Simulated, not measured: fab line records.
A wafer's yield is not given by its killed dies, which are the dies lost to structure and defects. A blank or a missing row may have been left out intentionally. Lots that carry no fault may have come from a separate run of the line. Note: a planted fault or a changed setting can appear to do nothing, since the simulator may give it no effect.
Which tool did it? | flow sfq-line | 14 lots (42 wafers sampled), 1 step of a 325-step route

## WHAT EACH GAUGE READ, for each wafer
The record holds no reading of a measuring or inspecting step that can be judged against a usual standard deviation.

## EACH LOT AND THE TOOL THAT RAN IT (in order: tool; ch and the chambers of the sampled wafers; start)
lot  | SFQ_TRILAYER_M0_BARC_OPEN_METAL_ETCH_031
L261 | rie-metal-01 ch 0,1, day 8 08:53
L262 | rie-metal-01 ch 0,1, day 8 12:29
L263 | rie-metal-02 ch 0,1, day 8 13:41
L264 | rie-metal-02 ch 0,1, day 8 22:05
L265 | rie-metal-02 ch 0,1, day 9 04:05
L266 | rie-metal-01 ch 0,1, day 9 08:41
L267 | rie-metal-03 ch 0,1, day 9 14:41
L268 | rie-metal-01 ch 0,1, day 10 01:29
L269 | rie-metal-03 ch 0,1, day 11 00:34
L270 | rie-metal-01 ch 0,1, day 14 14:52
L271 | rie-metal-02 ch 0,1, day 15 02:52
L272 | rie-metal-02 ch 0, day 15 08:50
L273 | rie-metal-01 ch 0,1, day 15 16:02
L274 | rie-metal-03 ch 0,1, day 16 00:28
- SFQ_TRILAYER_M0_BARC_OPEN_METAL_ETCH_031: etches BARC in O2, target depth 125 nm, time 41.7 s.

## AS READ BY THE TOOLS THEMSELVES (means over the sampled wafers that have a number; for cases with no such wafer, the mark the record gives instead)
SFQ_TRILAYER_M0_BARC_OPEN_METAL_ETCH_031. Usual: drypump-motor-current-A 5.93 A, standard deviation 0.24; oes-product-au 0.685 a.u., standard deviation 0.0045; run-length-s 70.3 s, standard deviation 0.72.
lot  | tool         | drypump-motor-current-A (A) | oes-product-au (a.u.) | run-length-s (s) | flag
L261 | rie-metal-01 | 6.16                        | 0.686                 | 70.3             |
L262 | rie-metal-01 | 6.24                        | 0.687                 | 70.2             |
L263 | rie-metal-02 | 5.72                        | 0.683                 | 70.0             |
L264 | rie-metal-02 | 5.67                        | 0.688                 | 69.7             |
L265 | rie-metal-02 | 5.71                        | 0.685                 | 70.0             |
L266 | rie-metal-01 | 6.24                        | 0.684                 | 70.5             |
L267 | rie-metal-03 | 5.92                        | 0.685                 | 69.9             |
L268 | rie-metal-01 | 6.19                        | 0.684                 | 70.3             |
L269 | rie-metal-03 | 5.94                        | 0.680                 | 70.1             |
L270 | rie-metal-01 | 6.26                        | 0.684                 | 70.6             |
L271 | rie-metal-02 | 5.69                        | 0.819                 | 60.3             | OFF
L272 | rie-metal-02 | 5.64                        | 0.821                 | 60.7             | OFF
L273 | rie-metal-01 | 6.19                        | 0.815                 | 60.6             | OFF
L274 | rie-metal-03 | 5.95                        | 0.817                 | 60.6             | OFF

## THE ANSWER, worked out from the rows above alone
Rule: take the mean of a lot's wafers that have a number; if it is more than 3 standard deviations from the usual mean, the lot is off. Also off: a lot with no number at a reading for which 4 or more lots have one. Where the step has rows for the other lots, those lots are counted as sound. Order of review: gauges by route order, followed by the tools' own readings, for which a lot's mean as printed above is used. The first step at which some lot is off is used, and at that step the reading that is off furthest; a lot without a number counts as furthest.
Off: L271, L272, L273, L274, at SFQ_TRILAYER_M0_BARC_OPEN_METAL_ETCH_031 (oes-product-au).
If a tool, at that step or one of the process steps before it, ran each lot that is off and ran no sound lot following the first of them, it fits. None of those tried fits.

## WHAT WAS PUT IN BY THE SIMULATOR
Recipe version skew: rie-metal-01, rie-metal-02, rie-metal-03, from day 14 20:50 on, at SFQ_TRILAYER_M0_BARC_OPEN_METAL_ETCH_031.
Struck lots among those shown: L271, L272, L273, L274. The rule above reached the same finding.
